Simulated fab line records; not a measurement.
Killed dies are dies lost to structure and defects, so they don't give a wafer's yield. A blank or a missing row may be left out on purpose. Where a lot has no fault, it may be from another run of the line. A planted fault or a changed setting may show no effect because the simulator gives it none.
Which tool is to blame? :: flow sky130 :: at 1 step of a route of 708, 13 lots with 39 wafers sampled

## WHAT EACH GAUGE READ, for each wafer
SKY_VT_ADJUST_PCH_TW_MEAS_10.
lot: L959
measured: day 10 03:40
on: film_metro-01
VT_ADJUST_PCH_TW: 143.0 143.4 142.9

lot: L960
measured: day 10 17:33
on: film_metro-01
VT_ADJUST_PCH_TW: 143.9 143.5 143.7

lot: L961
measured: day 10 23:33
on: film_metro-04
VT_ADJUST_PCH_TW: 144.7 145.3 144.8

lot: L962
measured: day 11 00:32
on: film_metro-04
VT_ADJUST_PCH_TW: 144.0 144.4 143.8

lot: L963
measured: day 11 10:06
on: film_metro-04
VT_ADJUST_PCH_TW: 144.9 143.7 144.6

lot: L964
measured: day 12 01:55
on: film_metro-02
VT_ADJUST_PCH_TW: 143.0 142.4 143.7

lot: L965
measured: day 12 08:57
on: film_metro-02
VT_ADJUST_PCH_TW: 143.4 142.8 143.1

lot: L966
measured: day 12 11:05
on: film_metro-01
VT_ADJUST_PCH_TW: 142.6 144.0 142.6

lot: L968
measured: day 13 03:09
on: film_metro-02
VT_ADJUST_PCH_TW: 141.8 142.7 142.4

lot: L969
measured: day 13 11:22
on: film_metro-01
VT_ADJUST_PCH_TW: 142.2 141.7 142.0

lot: L970
measured: day 13 19:28
on: film_metro-04
VT_ADJUST_PCH_TW: 144.1 143.4 144.8

lot: L978
measured: day 16 08:27
on: film_metro-04
VT_ADJUST_PCH_TW: 145.0 145.7 144.9

lot: L981
measured: day 17 03:40
on: film_metro-01
VT_ADJUST_PCH_TW: 142.8 142.7 143.1

## EACH LOT AND THE TOOL THAT RAN IT (in order: tool; ch and the chambers of the sampled wafers; start)
No process step before these readings appears in the record.

## AS READ BY THE TOOLS THEMSELVES (means over the sampled wafers that have a number; for cases with no such wafer, the mark the record gives instead)
The record holds no such reading with a usual standard deviation.

## THE ANSWER, worked out from the rows above alone
Rule: what is usual is taken from the lots themselves. The widest of any qualifying gaps counts: lots, ordered by their means at a reading, are off when they make up no more than a third of the lots, leave a main group of 4 or more, and stand apart from it by 3 or more times the standard deviation of that group's means. If all means in a main group match to the digits the tables above print for the reading, that group is not used. A lot without any number at a reading at which 4 lots or more have one is off too. Where the step has rows for the other lots, those lots are counted as sound. Order of review: gauges by route order, followed by the tools' own readings, for which a lot's mean as printed above is used. At the first step where some lot is off, the reading lying furthest off is the one used; lots without a number count as furthest.
Nothing can be told from this: no lot is off at any reading shown.

## WHAT WAS PUT IN BY THE SIMULATOR
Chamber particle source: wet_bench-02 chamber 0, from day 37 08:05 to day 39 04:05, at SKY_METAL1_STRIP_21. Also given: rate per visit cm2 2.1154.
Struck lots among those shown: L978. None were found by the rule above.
